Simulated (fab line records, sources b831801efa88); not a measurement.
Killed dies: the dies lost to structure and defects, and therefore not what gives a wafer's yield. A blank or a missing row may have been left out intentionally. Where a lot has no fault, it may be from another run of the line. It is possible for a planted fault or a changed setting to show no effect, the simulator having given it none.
fab line records    flow sky130
[record] lots = 5  wafers = 15  lastDay = 50
route steps=708 shown METAL5@671 PASSIVATION@681 PAD_OPEN@694
lots with no fault: from the same line, run without faults
startH: the number of hours between the record's first day and the start of the first shown wafer of the lot    waitH: hours elapsed since this lot's preceding step    " unchanged from the row above    L1.1+2: a row that stands for several wafers    - either no value or no given start    * or withheld: withheld    < > ~ a bound
route shown NAME@n: a module of which the file shows steps, and the number in the route of the first    usual: mean/standard deviation taken from wafers without a fault    same: alike in all rows    chamber/n: place in a boat    sites: per-site readings    _std_site: how widely they spread, as a standard deviation    _edge_site: inner sites' mean taken away from outer sites' mean    radiusMm: for every site, how far away it sits from the centre of the wafer    mask NAME#n: copy n    behind: tool/chamber where the wafer was last shaped    hold: reason for holding the lot/hours on hold/outcome of the hold    device: which transistor (n, p or np) failed to switch    end of line: the tests these same wafers got at the end of their route    for a step that has no rows: nothing shown but its recipe    killed: not the wafer's yield, but the dies lost to structure and defects at the first sort    map: dies across one wafer; x = killed, . = not, _ = none there
set.NAME: the run value of the setting; set.NAME@STEP: its run value at that earlier step    model.NAME: the simulator's own value behind a step, which no gauge read
lots at some steps of the route; a table a step, a row a wafer
services: a tool's chamber out of use, with start hour (startH, from the record's first day; less than 0 if before it), hours out, and reason
[[steps]]
[step SKY_METAL5_SOFTBAKE_10]
[recipe] tempC = 90  timeS = 60  resist = NOVOLAK
[step SKY_METAL5_EXPOSE_11]
[recipe] maskId = MM5  na = 0.6  sourceShape = conventional  sigmaOuter = 0.6  polarization = unpolarized  targetCdNm = 1600  doseMj = 190
[step SKY_METAL5_PEB_12]
[recipe] tempC = withheld  timeS = *  resist = NOVOLAK
[step SKY_METAL5_DEVELOP_13]
[recipe] resist = NOVOLAK  developer = TMAH  developTimeS = 60  devTempC = 23
[step SKY_METAL5_DESCUM_14]
[recipe] chemistry = O2  sourcePowerW = 150  biasPowerW = 0  pressureMtorr = 10  tempC = 40  timeS = 11
[step SKY_METAL5_METAL_ETCH_15]
[recipe] targetDepthA = 12600  stopOn = SiO2  overEtchFrac = 0.2  timeS = 252  chemistry = Cl2/BCl3  resistSidewallDeg = 86  pressureMtorr = 10  icpW = 900  biasW = 48.5  Cl2_flow_sccm = 60  bcl3FlowSccm = 30
[usual] drypumpMotorCurrentA = 5.8/0.56  oesProductAu = 0.894/0.0055  throttleValvePct = 22.263/0.0085
[same] overEtchFrac = 0.2
lot.wafer  tool         chamber  startH   waitH  drypumpMotorCurrentA  oesProductAu  rfHoursCounterH  throttleValvePct
L592.2     rieMetal-03  0        1048.72  0.0    6.2                   0.884         12               22.253
L592.3     "            0        "        "      6.2                   0.900         -                22.265
L592.4     "            1        "        "      5.5                   0.893         -                22.262
L595.1     rieMetal-01  0        1069.54  0.0    6.4                   0.888         7                22.240
L595.4     "            1        "        "      4.9                   0.892         -                22.272
L595.5     "            0        "        "      6.4                   0.897         -                22.267
L605.1     rieMetal-01  0        1133.12  0.0    6.4                   0.900         12               22.257
L605.4     "            1        "        "      4.9                   0.896         -                22.265
L605.6     "            1        "        "      4.9                   0.899         -                22.257
L609.1     rieMetal-01  0        1158.64  0.0    6.5                   0.894         14               22.263
L609.2     "            1        "        "      4.9                   0.897         23               22.267
L609.6     "            0        "        "      6.4                   0.892         -                22.260
L610.1     rieMetal-01  0        1160.87  0.0    6.4                   0.892         14               22.259
L610.2     "            1        "        "      4.9                   0.897         23               22.282
L610.5     "            1        "        "      4.9                   0.898         -                22.260
[step SKY_METAL5_STRIP_16]
[recipe] chemistry = O2/N2  powerW = 1400  pressureMtorr = 1500  platenTempC = withheld  o2FlowSccm = 3000  n2FlowSccm = 300  overashFraction = 0.5
[usual] drypumpMotorCurrentA = 5.6/0.5  oesProductAu = 0.710/0.0045  stripTimeToEndpointS = 13.04/0.1
lot.wafer  tool            chamber  startH   waitH  drypumpMotorCurrentA  oesProductAu  rfHoursCounterH  stripTimeToEndpointS
L592.2     plasmaAsher-03  0        1048.95  0.2    5.6                   0.704         70               13.00
L592.3     "               0        "        "      5.6                   0.719         -                13.06
L592.4     "               1        "        "      5.3                   0.711         -                13.13
L595.1     plasmaAsher-02  0        1069.78  0.2    5.3                   0.709         0                12.96
L595.4     "               0        "        "      5.3                   0.705         -                13.10
L595.5     "               1        "        "      5.1                   0.723         -                13.01
L605.1     plasmaAsher-02  0        1133.35  0.2    5.3                   0.709         6                13.02
L605.4     "               1        "        "      5.0                   0.712         -                13.24
L605.6     "               1        "        "      5.1                   0.709         -                13.13
L609.1     plasmaAsher-02  1        1158.88  0.2    5.1                   0.712         9                12.84
L609.2     "               0        "        "      5.3                   0.709         9                12.89
L609.6     "               1        "        "      5.1                   0.703         -                12.91
L610.1     plasmaAsher-02  0        1161.11  0.2    5.3                   0.700         9                13.13
L610.2     "               1        "        "      5.0                   0.710         9                13.20
L610.5     "               0        "        "      5.2                   0.705         -                13.15
[step SKY_METAL5_STRIP_17]
[recipe] chemistry = postEtchResidueRemover  timeS = 1200  tempC = 72.5
[step SKY_METAL5_CLEAN_18]
[recipe] chemistry = IPA  timeS = 180  tempC = 25
[step SKY_METAL5_CLEAN_19]
[recipe] chemistry = O3/DIW  dry = n2Spin
[step SKY_PASSIVATION_CVD_00]
[recipe] material = SiO2  targetThkNm = 90  tempC = 400  timeS = withheld  rfW = 600
[usual] heaterPowerW = 699/81
lot.wafer  tool      chamber  startH   waitH  heaterPowerW
L592.2     pecvd-04  0        1049.57  0.0    666
L592.3     "         1        "        "      792
L592.4     "         1        "        "      782
L595.1     pecvd-03  2        1070.38  0.0    660
L595.4     "         2        "        "      668
L595.5     "         1        "        "      600
L605.1     pecvd-01  0        1133.98  0.0    576
L605.4     "         2        "        "      626
L605.6     "         0        "        "      596
L609.1     pecvd-04  0        1159.55  0.0    675
L609.2     "         1        "        "      787
L609.6     "         0        "        "      685
L610.1     pecvd-01  1        1161.70  0.0    725
L610.2     "         2        "        "      680
L610.5     "         1        "        "      726
[step SKY_PASSIVATION_THK_MEAS_01]
[recipe] reads = SiO2_of_PASSIVATION_CVD_00
[usual] PASSIVATION_CVD_00_THK = 90.2/1.3
lot.wafer  tool          chamber  startH   waitH  PASSIVATION_CVD_00_THK[nm]
L592.2     filmMetro-04  -        1049.61  -      88.7
L592.3     "             -        "        "      88.1
L592.4     "             -        "        "      90.4
L595.1     filmMetro-04  -        1070.40  -      91.8
L595.4     "             -        "        "      92.8
L595.5     "             -        "        "      91.1
L605.1     filmMetro-02  -        1134.00  -      89.9
L605.4     "             -        "        "      90.7
L605.6     "             -        "        "      92.0
L609.1     filmMetro-03  -        1159.58  -      89.9
L609.2     "             -        "        "      88.6
L609.6     "             -        "        "      90.4
L610.1     filmMetro-02  -        1161.72  -      89.0
L610.2     "             -        "        "      89.5
L610.5     "             -        "        "      90.0
[step SKY_PASSIVATION_CVD_02]
[recipe] material = Si3N4  targetThkNm = 540  tempC = 400  timeS = withheld  rfW = 450
[usual] heaterPowerW = 746/93
lot.wafer  tool      chamber  startH   waitH  heaterPowerW  model.Si3N4_of_PASSIVATION_CVD_02.thkNm
L592.2     pecvd-04  1        1049.66  0.0    869           542.5
L592.3     "         0        "        "      812           535.6
L592.4     "         1        "        "      703           547.1
L595.1     pecvd-04  1        1070.46  0.1    859           534.8
L595.4     "         2        "        "      859           539.7
L595.5     "         0        "        "      844           549
L605.1     pecvd-04  2        1134.06  0.1    839           384.5
L605.4     "         2        "        "      864           389
L605.6     "         0        "        "      829           547.5
L609.1     pecvd-03  0        1159.64  0.1    650           533.4
L609.2     "         2        "        "      651           542
L609.6     "         1        "        "      592           542.9
L610.1     pecvd-03  2        1161.78  0.1    775           523.6
L610.2     "         1        "        "      574           531.1
L610.5     "         1        "        "      629           535.3
[step SKY_PASSIVATION_THK_MEAS_03]
[recipe] reads = Si3N4_of_PASSIVATION_CVD_02
[usual] PASSIVATION_CVD_02_THK = 540/6
lot.wafer  tool          chamber  startH   waitH  PASSIVATION_CVD_02_THK[nm]
L592.2     filmMetro-03  -        1049.89  -      542
L592.3     "             -        "        "      536
L592.4     "             -        "        "      547
L595.1     filmMetro-03  -        1070.68  -      535
L595.4     "             -        "        "      540
L595.5     "             -        "        "      549
L605.1     filmMetro-04  -        1134.28  -      384
L605.4     "             -        "        "      389
L605.6     "             -        "        "      548
L609.1     filmMetro-03  -        1159.86  -      534
L609.2     "             -        "        "      542
L609.6     "             -        "        "      543
L610.1     filmMetro-04  -        1162.01  -      524
L610.2     "             -        "        "      531
L610.5     "             -        "        "      535
[step SKY_PASSIVATION_DEHYDRATE_04]
[recipe] tempC = 200  timeS = 60
[step SKY_PASSIVATION_HMDS_05]
[recipe] primeTimeS = 60  primeTempC = 120
[step SKY_PASSIVATION_COAT_06]
[recipe] spinRpm = 2000  resistThkNm = 3000
[step SKY_PASSIVATION_SOFTBAKE_07]
[recipe] tempC = 110  timeS = withheld
[step SKY_PASSIVATION_EXPOSE_08]
[recipe] maskId = NSM  targetCdNm = 3000  na = 0.57  doseMj = 260
[step SKY_PASSIVATION_PEB_09]
[recipe] tempC = 115  timeS = withheld
[step SKY_PASSIVATION_DEVELOP_10]
[recipe] developTimeS = 60  devTempC = 23
[step SKY_PASSIVATION_ETCH_11]
[recipe] chemistry = CF4/O2  targetDepthNm = 725  stopOn = AlCu  sourceW = 800  biasW = 150  pressureMtorr = 150  cf4FlowSccm = 80  O2_flow_sccm = 10  timeS = 161.1
[usual] drypumpMotorCurrentA = 5.7/0.39  oesProductAu = 0.977/0.0065  throttleValvePct = 5.964/0.0083
lot.wafer  tool        chamber  startH   waitH  drypumpMotorCurrentA  oesProductAu  rfHoursCounterH  throttleValvePct  model.PASSIVATION.featureDepthNm  model.etch.depthNm
L592.2     rieDiel-02  1        1071.89  -      5.4                   0.973         14               5.964             706.5                             706.5
L592.3     "           2        "        "      6.0                   0.973         21               5.961             699.3                             699.3
L592.4     "           0        "        "      5.7                   0.990         32               5.969             712.8                             712.8
L595.1     rieDiel-04  1        1091.29  -      5.4                   0.968         14               5.953             700.1                             700.1
L595.4     "           3        "        "      5.6                   0.983         19               5.961             705.8                             705.8
L595.5     "           3        "        "      5.6                   0.981         -                5.950             713.7                             713.7
L605.1     rieDiel-03  1        1152.51  -      5.7                   0.841         11               5.939             549.5                             549.5
L605.4     "           2        "        "      6.0                   0.848         14               5.938             554.6                             554.6
L605.6     "           3        "        "      5.7                   0.990         -                5.957             714.5                             714.5
L609.1     rieDiel-04  1        1177.51  -      5.4                   0.964         17               5.951             697.4                             697.4
L609.2     "           2        "        "      6.1                   0.978         12               5.962             705                               705
L609.6     "           2        "        "      6.2                   0.985         -                5.960             708                               708
L610.1     rieDiel-03  2        1178.91  -      6.1                   0.967         15               5.956             688                               688
L610.2     "           1        "        "      5.7                   0.968         12               5.964             696.5                             696.5
L610.5     "           1        "        "      5.7                   0.983         -                5.974             699.9                             699.9
[step SKY_PASSIVATION_STRIP_12]
[recipe] chemistry = O2/N2  powerW = 1400  pressureMtorr = 1500  platenTempC = withheld  overashFraction = 0.7  o2FlowSccm = 3000  n2FlowSccm = 300
[usual] drypumpMotorCurrentA = 5.6/0.34  oesProductAu = 0.661/0.0043  stripTimeToEndpointS = 31.53/0.12
lot.wafer  tool            chamber  startH   waitH  drypumpMotorCurrentA  oesProductAu  rfHoursCounterH  stripTimeToEndpointS
L592.2     plasmaAsher-04  1        1071.99  0.1    6.1                   0.667         29               31.45
L592.3     "               0        "        "      5.7                   0.658         -                31.53
L592.4     "               1        "        "      6.1                   0.657         -                31.52
L595.1     plasmaAsher-02  0        1091.39  0.1    5.3                   0.662         2                31.51
L595.4     "               1        "        "      5.1                   0.659         -                31.55
L595.5     "               0        "        "      5.3                   0.668         -                31.52
L605.1     plasmaAsher-04  0        1152.61  0.1    5.7                   0.662         37               31.57
L605.4     "               1        "        "      6.1                   0.663         -                31.54
L605.6     "               0        "        "      5.7                   0.657         -                31.46
L609.1     plasmaAsher-02  0        1177.62  0.1    5.3                   0.662         11               31.73
L609.2     "               1        "        "      5.1                   0.659         11               31.64
L609.6     "               0        "        "      5.3                   0.667         -                31.65
L610.1     plasmaAsher-02  1        1179.02  0.1    5.0                   0.667         11               31.58
L610.2     "               0        "        "      5.3                   0.655         11               31.62
L610.5     "               1        "        "      5.1                   0.654         -                31.53
[step SKY_PAD_OPEN_DEHYDRATE_00]
[recipe] tempC = 200  timeS = 60
[step SKY_PAD_OPEN_HMDS_01]
[recipe] primeTimeS = 60  primeTempC = 120
[step SKY_PAD_OPEN_COAT_02]
[recipe] spinRpm = 2000  resistThkNm = 3000
[step SKY_PAD_OPEN_SOFTBAKE_03]
[recipe] tempC = 110  timeS = withheld
[step SKY_PAD_OPEN_EXPOSE_04]
[recipe] maskId = PDM  targetCdNm = 60000  na = 0.57  doseMj = 260
[step SKY_PAD_OPEN_PEB_05]
[recipe] tempC = 115  timeS = withheld
[step SKY_PAD_OPEN_DEVELOP_06]
[recipe] developTimeS = 60  devTempC = 23
[step SKY_PAD_OPEN_ETCH_07]
[recipe] chemistry = CF4/O2  targetDepthNm = 725  stopOn = AlCu  sourceW = 800  biasW = 150  pressureMtorr = 150  cf4FlowSccm = 80  O2_flow_sccm = 10  timeS = 161.1
[usual] drypumpMotorCurrentA = 5.67/0.28  oesProductAu = 0.978/0.0072  throttleValvePct = 5.966/0.0084
lot.wafer  tool        chamber  startH   waitH  drypumpMotorCurrentA  oesProductAu  rfHoursCounterH  throttleValvePct  model.PAD_OPEN.featureDepthNm  model.etch.depthNm
L592.2     rieDiel-02  3        1093.16  -      4.77                  0.973         24               5.961             706.5                          706.5
L592.3     "           1        "        "      5.50                  0.969         15               5.973             699.3                          699.3
L592.4     "           0        "        "      5.70                  0.981         32               5.976             712.8                          712.8
L595.1     rieDiel-02  0        1111.26  -      5.70                  0.976         0                5.965             700.1                          700.1
L595.4     "           3        "        "      4.76                  0.980         25               5.969             705.8                          705.8
L595.5     "           0        "        "      5.72                  0.982         -                5.961             713.7                          713.7
L605.1     rieDiel-01  1        1170.51  -      5.60                  0.846         28               5.939             549.5                          549.5
L605.4     "           0        "        "      6.00                  0.847         4                5.928             554.6                          554.6
L605.6     "           2        "        "      5.57                  0.984         -                5.959             714.5                          714.5
L609.1     rieDiel-01  3        1193.31  -      5.78                  0.974         13               5.975             697.4                          697.4
L609.2     "           0        "        "      5.97                  0.979         5                5.977             705                            705
L609.6     "           3        "        "      5.76                  0.978         -                5.980             708                            708
L610.1     rieDiel-01  0        1194.81  -      5.97                  0.965         6                5.959             688                            688
L610.2     "           2        "        "      5.54                  0.977         14               5.962             696.5                          696.5
L610.5     "           2        "        "      5.53                  0.976         -                5.955             699.9                          699.9
[step SKY_PAD_OPEN_STRIP_08]
[recipe] chemistry = O2/N2  powerW = 1400  pressureMtorr = 1500  platenTempC = withheld  overashFraction = 0.7  o2FlowSccm = 3000  n2FlowSccm = 300
[usual] drypumpMotorCurrentA = 5.9/0.48  oesProductAu = 0.663/0.0047  stripTimeToEndpointS = 37.04/0.1
lot.wafer  tool            chamber  startH   waitH  drypumpMotorCurrentA  oesProductAu  rfHoursCounterH  stripTimeToEndpointS
L592.2     plasmaAsher-01  0        1093.27  0.1    6.7                   0.662         100              37.12
L592.3     "               1        "        "      5.8                   0.665         -                36.98
L592.4     "               0        "        "      6.7                   0.669         -                37.15
L595.1     plasmaAsher-03  0        1111.37  0.1    5.6                   0.663         77               37.10
L595.4     "               1        "        "      5.3                   0.662         -                37.06
L595.5     "               1        "        "      5.3                   0.663         -                37.13
L605.1     plasmaAsher-03  1        1170.61  0.1    5.3                   0.663         83               36.94
L605.4     "               1        "        "      5.3                   0.664         -                36.99
L605.6     "               1        "        "      5.3                   0.657         -                37.08
L609.1     plasmaAsher-01  1        1193.42  0.1    5.8                   0.664         109              36.98
L609.2     "               0        "        "      6.7                   0.662         109              37.01
L609.6     "               1        "        "      5.8                   0.665         -                37.12
L610.1     plasmaAsher-03  1        1194.91  0.1    5.3                   0.664         85               36.98
L610.2     "               0        "        "      5.6                   0.661         85               37.03
L610.5     "               0        "        "      5.6                   0.658         -                36.94
[step SKY_PAD_OPEN_STRIP_09]
[recipe] chemistry = postEtchResidueRemover  timeS = 1200  tempC = 72.5
[usual] tempC = 72.52/0.1
lot.wafer  tool         chamber  startH   waitH  tempC  model.Si3N4_of_PASSIVATION_CVD_02.thkNm
L592.2     wetBench-03  2        1093.37  0.1    72.66  542.1
L592.3     "            2        "        "      72.43  535.2
L592.4     "            2        "        "      72.69  546.7
L595.1     wetBench-01  2        1111.47  0.1    72.43  534.4
L595.4     "            2        "        "      72.46  539.4
L595.5     "            2        "        "      72.41  548.7
L605.1     wetBench-02  1        1170.71  0.1    72.44  384.1
L605.4     "            1        "        "      72.74  388.6
L605.6     "            1        "        "      72.38  547.2
L609.1     wetBench-01  0        1193.52  0.1    72.51  533
L609.2     "            0        "        "      72.56  541.7
L609.6     "            0        "        "      72.40  542.5
L610.1     wetBench-02  2        1195.01  0.1    72.48  523.2
L610.2     "            2        "        "      72.60  530.7
L610.5     "            2        "        "      72.54  534.9
[step SKY_PAD_OPEN_CLEAN_10]
[recipe] chemistry = IPA  timeS = 180  tempC = 25
[[services]]
tool            chamber  startH   hours  kind
rieDiel-04      1        1030.43  10.5   repair
pecvd-03        -        1034.36  28.1   pm
rieDiel-04      2        1037.06  13.9   repair
rieDiel-01      -        1049.40  1.9    repair
pecvd-01        1        1052.67  1.8    repair
plasmaAsher-01  -        1054.59  1.3    repair
plasmaAsher-02  -        1055.25  9.0    pm
plasmaAsher-02  0        1055.25  9.0    ventCycle
plasmaAsher-02  1        1055.25  9.0    ventCycle
plasmaAsher-03  -        1063.27  0.5    repair
wetBench-01     -        1067.20  3.3    repair
rieDiel-03      2        1109.53  14.5   repair
rieDiel-04      0        1112.45  5.7    repair
plasmaAsher-02  -        1113.65  0.8    repair
rieDiel-04      -        1118.09  15.6   pm
pecvd-04        -        1120.50  0.3    repair
plasmaAsher-01  -        1141.68  9.8    repair
pecvd-04        1        1150.91  4.0    repair
rieDiel-02      -        1160.21  28.1   pm
rieMetal-03     1        1165.43  2.8    repair
pecvd-03        2        1169.46  7.4    repair
pecvd-03        1        1178.00  4.3    repair
rieMetal-03     0        1191.36  1.2    repair
rieDiel-01      2        1191.66  3.1    repair
[[key]]
[firstSign] step = SKY_PASSIVATION_THK_MEAS_03  reading = PASSIVATION_CVD_02_THK  direction = down  sigmas = 26  usual = 540  struck = 387
[effect] step = SKY_PASSIVATION_ETCH_11  reading = oesProductAu  direction = down  sigmas = 21  usual = 0.977  struck = 0.845
[effect] step = SKY_PAD_OPEN_ETCH_07  reading = oesProductAu  direction = down  sigmas = 18  usual = 0.978  struck = 0.847
[modelEffect] step = SKY_PASSIVATION_CVD_02  value = Si3N4_of_PASSIVATION_CVD_02.thkNm  without = 538.4  struck = 386.7
[modelEffect] step = SKY_PASSIVATION_ETCH_11  value = PASSIVATION.featureDepthNm  without = 703.8  struck = 552
[modelEffect] step = SKY_PAD_OPEN_ETCH_07  value = PAD_OPEN.featureDepthNm  without = 703.8  struck = 552
[modelEffect] step = SKY_PAD_OPEN_STRIP_09  value = Si3N4_of_PASSIVATION_CVD_02.thkNm  without = 538.1  struck = 386.4
metAt SKY_PASSIVATION_CVD_02
struckWafers L605.1,L605.4
onsetBetween 1070.46 1134.06
[fault] kind = processParameterDrift  tool = pecvd-04  chamber = 2  onsetH = 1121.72  steps = SKY_PASSIVATION_CVD_02  channel = targetThkNm  offset = -151.72  shape = step  endH = 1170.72  actsIn = theseRecipesOnly  stated = 540
